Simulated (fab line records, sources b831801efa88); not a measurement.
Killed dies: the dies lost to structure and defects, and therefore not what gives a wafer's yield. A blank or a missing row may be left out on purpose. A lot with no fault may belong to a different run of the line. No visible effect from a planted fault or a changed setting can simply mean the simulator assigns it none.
The tool behind it: which one?	flow gf180mcu	6 lots with 18 wafers sampled at 2 steps, on a route of 602 steps

## WHAT THE GAUGES READ, wafer by wafer
GF_V1_CD_MEAS_14 targets a cd of 260 nm.
lot	measured	on	cdNm (nm)
L782	day 19 03:38	cdSem-01	258.5 258.6 259.2
L784	day 19 23:50	cdSem-02	260.7 261.8 260.9
L787	day 20 15:31	cdSem-02	260.2 258.6 259.3
L789	day 21 12:44	cdSem-01	258.8 258.7 259.2
L793	day 23 01:14	cdSem-02	259.6 260.5 260.8
L795	day 23 15:44	cdSem-02	260.4 259.4 260.7

## TOOL THAT RAN EACH LOT (tool first, then ch and the chambers of the sampled wafers, then the start)
lot	GF_V1_CVD_02
L782	pecvd-03 ch 0,1, day 18 03:32
L784	pecvd-04 ch 0,1,2, day 18 23:05
L787	pecvd-04 ch 0,2, day 19 14:33
L789	pecvd-01 ch 0,2, day 20 12:34
L793	pecvd-04 ch 0,1,2, day 22 01:03
L795	pecvd-04 ch 0,1,2, day 22 16:51
- GF_V1_CVD_02: deposits SiO2 from TEOS, target thk 850 nm, time 94.851 s.

## THE ANSWER, worked out from the rows above alone
Rule: what is usual is taken from the lots themselves. Put in order of their means at a reading, lots are off if they are a third of the lots or fewer, leave a main group of 4 or more, and stand apart from it by a gap of 3 or more times the standard deviation of the main group's means; of several such gaps the widest counts. Not used: any main group whose means are identical at the precision the tables above print for the reading. Also off: a lot with no number at a reading for which 4 or more lots have one. Where the step has rows for the other lots, those lots are counted as sound.
No lot is off at any reading shown: from this, nothing can be told.

## WHAT HAD BEEN PUT IN BY THE SIMULATOR
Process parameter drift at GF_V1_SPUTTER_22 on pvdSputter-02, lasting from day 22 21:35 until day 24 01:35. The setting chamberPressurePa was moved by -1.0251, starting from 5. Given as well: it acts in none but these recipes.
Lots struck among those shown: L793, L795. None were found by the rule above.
